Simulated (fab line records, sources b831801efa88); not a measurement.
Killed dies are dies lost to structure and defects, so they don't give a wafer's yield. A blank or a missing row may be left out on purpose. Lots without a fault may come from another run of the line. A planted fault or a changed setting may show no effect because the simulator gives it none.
A struck lot beside a sound one | flow gf180mcu | 14 steps out of a route of 602
Sound: wafers L265.1, L265.3, L265.6. Struck: wafers L278.1, L278.4, L278.6. The cause comes at the end.
At each step with rows: each side's tool, then ch and its chambers, then its first start. Under that, the readings that differ: sound wafers | struck wafers | difference of the means | sigmas: that difference in standard deviations of wafers without a fault.
alike: readings whose means differ by less than 2 such deviations, and words and numbers that are the same on both sides. not compared: withheld readings, readings that some wafer has no value for, bounds like >300 that may hide the same value, and numbers for which the record gives no deviation and whose values overlap.
The two part at a step that has a row with sigmas, a row that says differs or no value, or rows on one side only. Numbers that don't overlap but have no deviation are shown without sigmas and don't part them. A reading that every wafer of one side lacks parts them only if that side has two wafers or more.

first, 4 steps without rows for these wafers: GF_V2_SOFTBAKE_10 (time 60 s); GF_V2_EXPOSE_11 (exposes mask Via2, target cd 260 nm); GF_V2_PEB_12 (peb time 90 s); GF_V2_DEVELOP_13 (develop time 60 s).
GF_V2_CD_MEAS_14: target cd 260 nm.
  sound on cd_sem-02, day 22 06:39; struck on cd_sem-01, day 26 14:38
  alike: cd_nm
GF_V2_OVL_MEAS_15:
  sound on overlay-01, day 22 06:46; struck on overlay-02, day 26 14:45
  alike: V2_OVL
GF_V2_ETCH_16: etches BARC in N2/H2.
  sound on rie_diel-03 ch 0,2, day 22 06:49; struck on rie_diel-02 ch 1,2, day 26 14:47
  alike: bias_w, drypump_motor_current_A, oes_product_au, throttle_valve_pct
GF_V2_ETCH_17: etches SiO2 in C4F8/O2/Ar, stops on TiN, target depth 630 nm.
  sound on rie_diel-03 ch 0,2; struck on rie_diel-02 ch 1,2
  alike: bias_w, oes_product_au
GF_V2_STRIP_18: strips in O2/N2.
  sound on plasma_asher-02 ch 0,1, day 22 06:56; struck on plasma_asher-03 ch 0, day 26 14:55
  alike: drypump_motor_current_A, heater_power_w, o2_flow_sccm, oes_product_au
  not compared: rf_hours_counter_h
then, 2 steps without rows for these wafers: GF_V2_STRIP_19 (strips in post etch residue remover, time 1200 s); GF_V2_CLEAN_20 (cleans in DIW).
GF_V2_SPUTTER_21: material Ti, target thk 15 nm, time 80.02 s.
  sound on pvd_sputter-01, day 22 07:28; struck on pvd_sputter-03, day 26 15:27
  alike: cathode_dc_power_W, chamber_pressure_pa, throttle_valve_pct
GF_V2_SPUTTER_22: material TiN, target thk 10 nm, time 40 s.
  sound on pvd_sputter-01, day 22 07:32; struck on pvd_sputter-03, day 26 15:31
  no value came back on the struck wafers for cathode_dc_power_W (W), chamber_pressure_pa (Pa), throttle_valve_pct (%); on the sound wafers cathode_dc_power_W (W) reads 3998.6 4001.1 3998.6
GF_V2_CVD_23: deposits W, target thk 350 nm, time 104.94 s.
  sound on cvd_w-02 ch 1, day 22 07:34; struck on cvd_w-02 ch 0,1, day 26 15:33
  alike: heater_power_w

WHERE THEY PART
Only at GF_V2_SPUTTER_22, within this record. Later steps at which nothing parts them and some readings are alike: GF_V2_CVD_23.

WHY: what the simulator had put in
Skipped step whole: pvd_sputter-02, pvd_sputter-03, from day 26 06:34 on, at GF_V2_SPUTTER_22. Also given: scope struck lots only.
